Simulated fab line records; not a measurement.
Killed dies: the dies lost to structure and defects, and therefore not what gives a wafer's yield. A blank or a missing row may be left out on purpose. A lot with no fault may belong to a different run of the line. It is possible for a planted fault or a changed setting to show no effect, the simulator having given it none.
Matching of chambers / flow sky130 / 4 sister chambers for SKY_VIA2_CMP_02 on cmp-02
The step polishes SiO2. 22 wafers are shown with their chamber, then 11 later ones without.

## WAFERS, EACH WITH ITS CHAMBER
wafer=L074.1; chamber=1; motorCurrentA (A)=13.2; slurryFilterDpKPa (kPa)=13.50; retainingRingPressureFrac=1.005
wafer=L074.4; chamber=3; motorCurrentA (A)=10.1; slurryFilterDpKPa (kPa)=13.51; retainingRingPressureFrac=1.005
wafer=L074.5; chamber=3; motorCurrentA (A)=9.5; slurryFilterDpKPa (kPa)=13.64; retainingRingPressureFrac=1.006
wafer=L077.2; chamber=2; motorCurrentA (A)=12.4; slurryFilterDpKPa (kPa)=13.37; retainingRingPressureFrac=1.002
wafer=L077.3; chamber=0; motorCurrentA (A)=11.1; slurryFilterDpKPa (kPa)=13.43; retainingRingPressureFrac=0.998
wafer=L077.4; chamber=3; motorCurrentA (A)=9.5; slurryFilterDpKPa (kPa)=13.76; retainingRingPressureFrac=1.004
wafer=L084.1; chamber=0; motorCurrentA (A)=11.4; slurryFilterDpKPa (kPa)=13.40; retainingRingPressureFrac=1.007
wafer=L084.3; chamber=2; motorCurrentA (A)=11.1; slurryFilterDpKPa (kPa)=13.25; retainingRingPressureFrac=0.995
wafer=L084.5; chamber=1; motorCurrentA (A)=13.6; slurryFilterDpKPa (kPa)=13.44; retainingRingPressureFrac=1.002
wafer=L085.3; chamber=2; motorCurrentA (A)=11.9; slurryFilterDpKPa (kPa)=13.58; retainingRingPressureFrac=1.003
wafer=L085.5; chamber=1; motorCurrentA (A)=13.1; slurryFilterDpKPa (kPa)=13.47; retainingRingPressureFrac=1.003
wafer=L085.6; chamber=0; motorCurrentA (A)=11.5; slurryFilterDpKPa (kPa)=13.47; retainingRingPressureFrac=0.999
wafer=L086.1; chamber=1; motorCurrentA (A)=13.2; slurryFilterDpKPa (kPa)=13.62; retainingRingPressureFrac=0.996
wafer=L086.2; chamber=2; motorCurrentA (A)=10.9; slurryFilterDpKPa (kPa)=13.59; retainingRingPressureFrac=0.995
wafer=L086.4; chamber=0; motorCurrentA (A)=11.0; slurryFilterDpKPa (kPa)=13.26; retainingRingPressureFrac=1.002
wafer=L088.1; chamber=0; motorCurrentA (A)=10.9; slurryFilterDpKPa (kPa)=13.40; retainingRingPressureFrac=0.998
wafer=L088.2; chamber=1; motorCurrentA (A)=14.1; slurryFilterDpKPa (kPa)=13.28; retainingRingPressureFrac=1.001
wafer=L088.3; chamber=2; motorCurrentA (A)=10.7; slurryFilterDpKPa (kPa)=13.64; retainingRingPressureFrac=1.003
wafer=L092.3; chamber=2; motorCurrentA (A)=11.5; slurryFilterDpKPa (kPa)=13.52; retainingRingPressureFrac=0.995
wafer=L092.4; chamber=0; motorCurrentA (A)=11.4; slurryFilterDpKPa (kPa)=13.41; retainingRingPressureFrac=1.007
wafer=L092.6; chamber=3; motorCurrentA (A)=10.1; slurryFilterDpKPa (kPa)=13.44; retainingRingPressureFrac=0.990
wafer=L093.1; chamber=1; motorCurrentA (A)=14.1; slurryFilterDpKPa (kPa)=13.49; retainingRingPressureFrac=0.999

SIGNATURES (means of the wafers above)
reading=motorCurrentA; chamber 0=11.217; chamber 1=13.550; chamber 2=11.417; chamber 3=9.800; scatter within a chamber=0.46
reading=slurryFilterDpKPa; chamber 0=13.3950; chamber 1=13.4667; chamber 2=13.4917; chamber 3=13.5875; scatter within a chamber=0.12
reading=retainingRingPressureFrac; chamber 0=1.00183; chamber 1=1.00100; chamber 2=0.99883; chamber 3=1.00125; scatter within a chamber=0.00472
Rule: a wafer's distance from a chamber is the root of the sum, over the readings, of the square of ((its reading less the chamber's mean) divided by the reading's scatter). The wafer belongs to the nearest chamber; if the next one is less than 2 further off, it can't be placed. How the scatter is found: for the shown wafers, subtract from each reading the mean of its chamber, square and add these, divide the total by (wafers less chambers), then take the root.

## WAFERS MISSING THEIR CHAMBER
wafer=L093.2; motorCurrentA (A)=11.4; slurryFilterDpKPa (kPa)=13.33; retainingRingPressureFrac=1.006
wafer=L093.5; motorCurrentA (A)=12.6; slurryFilterDpKPa (kPa)=13.51; retainingRingPressureFrac=1.002
wafer=L094.4; motorCurrentA (A)=10.4; slurryFilterDpKPa (kPa)=13.57; retainingRingPressureFrac=1.007
wafer=L094.5; motorCurrentA (A)=11.6; slurryFilterDpKPa (kPa)=13.54; retainingRingPressureFrac=0.995
wafer=L094.6; motorCurrentA (A)=10.0; slurryFilterDpKPa (kPa)=13.37; retainingRingPressureFrac=0.999
wafer=L096.2; motorCurrentA (A)=14.0; slurryFilterDpKPa (kPa)=13.74; retainingRingPressureFrac=0.996
wafer=L096.3; motorCurrentA (A)=11.7; slurryFilterDpKPa (kPa)=13.64; retainingRingPressureFrac=0.991
wafer=L096.6; motorCurrentA (A)=14.5; slurryFilterDpKPa (kPa)=13.43; retainingRingPressureFrac=0.998
wafer=L097.2; motorCurrentA (A)=11.6; slurryFilterDpKPa (kPa)=13.63; retainingRingPressureFrac=1.005
wafer=L097.3; motorCurrentA (A)=11.3; slurryFilterDpKPa (kPa)=13.08; retainingRingPressureFrac=0.999
wafer=L097.5; motorCurrentA (A)=12.6; slurryFilterDpKPa (kPa)=13.30; retainingRingPressureFrac=1.005

## EACH ONE'S CHAMBER
wafer=L093.2; from the rows above=can't be placed: 0 or 2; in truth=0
wafer=L093.5; from the rows above=can't be placed: 1 or 2 or 0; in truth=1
wafer=L094.4; from the rows above=can't be placed: 3 or 0 or 2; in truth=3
wafer=L094.5; from the rows above=can't be placed: 2 or 0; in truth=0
wafer=L094.6; from the rows above=can't be placed: 3 or 0 or 2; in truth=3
wafer=L096.2; from the rows above=1; in truth=1
wafer=L096.3; from the rows above=can't be placed: 2 or 0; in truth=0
wafer=L096.6; from the rows above=1; in truth=1
wafer=L097.2; from the rows above=can't be placed: 2 or 0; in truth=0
wafer=L097.3; from the rows above=can't be placed: 0 or 2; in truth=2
wafer=L097.5; from the rows above=can't be placed: 1 or 0 or 2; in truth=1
Placed correctly: 2 of 11. Not placeable from these rows: 9 (in 9, the candidates include the true chamber). Placed wrongly: 0.
